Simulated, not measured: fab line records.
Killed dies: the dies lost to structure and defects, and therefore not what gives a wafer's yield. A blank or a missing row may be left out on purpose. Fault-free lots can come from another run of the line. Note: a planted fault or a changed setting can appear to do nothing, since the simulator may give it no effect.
A single fault, viewed from 2 desks / flow sky130 / each desk has only its own numbers; what lay behind them comes last

== DESK OF THE TOOL OWNER: rie metal-02 ==
The tool's own readings at SKY_METAL5_METAL_ETCH_15 (etches the open film in Cl2/BCl3, stops on SiO2, target depth 1260 nm, time 252 s): means of the sampled wafers that have a number, for each lot that ran on this tool. If a lot's mean is further than 4 standard deviations from the usual mean, the lot is out of limits and carries the mark OUT (the distance appears in the brackets).
Columns: A = drypump motor current A at SKY_METAL5_METAL_ETCH_15, usual 5.8 A; B = mfc cl2 sccm at SKY_METAL5_METAL_ETCH_15, usual 60.00 sccm; C = oes product au at SKY_METAL5_METAL_ETCH_15, usual 0.894 a.u.; D = throttle valve pct at SKY_METAL5_METAL_ETCH_15, usual 22.264 %
lot=L130; first seen here=day 46 12:11; A=5.8; B=60.20; C=0.897; D=22.267
lot=L131; first seen here=day 46 23:03; A=5.8; B=59.94; C=0.873; D=22.263
lot=L133; first seen here=day 47 00:19; A=5.6; B=59.83; C=0.856 (-6.9) OUT; D=22.268
This desk's finding: out of limits on L133; first on L133, day 47 00:19 (oes product au at SKY_METAL5_METAL_ETCH_15). L130, L131 stayed within limits.

== METROLOGY DESK ==
Means of the sampled wafers that have a number, per lot and without regard to the tool the lot ran on: this is what the gauges read. If a lot's mean is further than 4 standard deviations from the usual mean, the lot is out of limits and carries the mark OUT (the distance appears in the brackets).
Columns: A = VIA4_W_THK at SKY_VIA4_THK_MEAS_20, usual 515 nm
lot=L120; first seen here=day 43 09:42; A=508
lot=L121; first seen here=day 43 10:26; A=515
lot=L123; first seen here=day 44 06:40; A=509
lot=L124; first seen here=day 44 15:01; A=509
lot=L130; first seen here=day 45 14:33; A=517
lot=L131; first seen here=day 46 01:07; A=519
lot=L132; first seen here=day 46 01:28; A=521
lot=L133; first seen here=day 46 02:49; A=521
lot=L139; first seen here=day 47 16:00; A=501
lot=L140; first seen here=day 47 20:08; A=507
lot=L142; first seen here=day 48 08:08; A=521
Finding of this desk: none of the 11 lots has anything out of limits.

== ALL TOGETHER ==
At day 47 00:19, on L133, the tool owner's desk was in a position to raise an alarm.
Nothing out of limits was seen by the metrology desk.
The metrology desk has L133 on record, within its limits.
On rie metal-02, each named lot ran SKY_METAL5_METAL_ETCH_15.

== WHAT THE SIMULATOR PUT IN ==
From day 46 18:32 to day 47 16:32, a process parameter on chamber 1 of rie metal-02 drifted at SKY_METAL5_METAL_ETCH_15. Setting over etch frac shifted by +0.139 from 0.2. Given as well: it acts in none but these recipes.
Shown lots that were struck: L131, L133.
How many hours passed from the start of the fault until each desk's first out-of-limits reading: the tool owner's desk, 6.
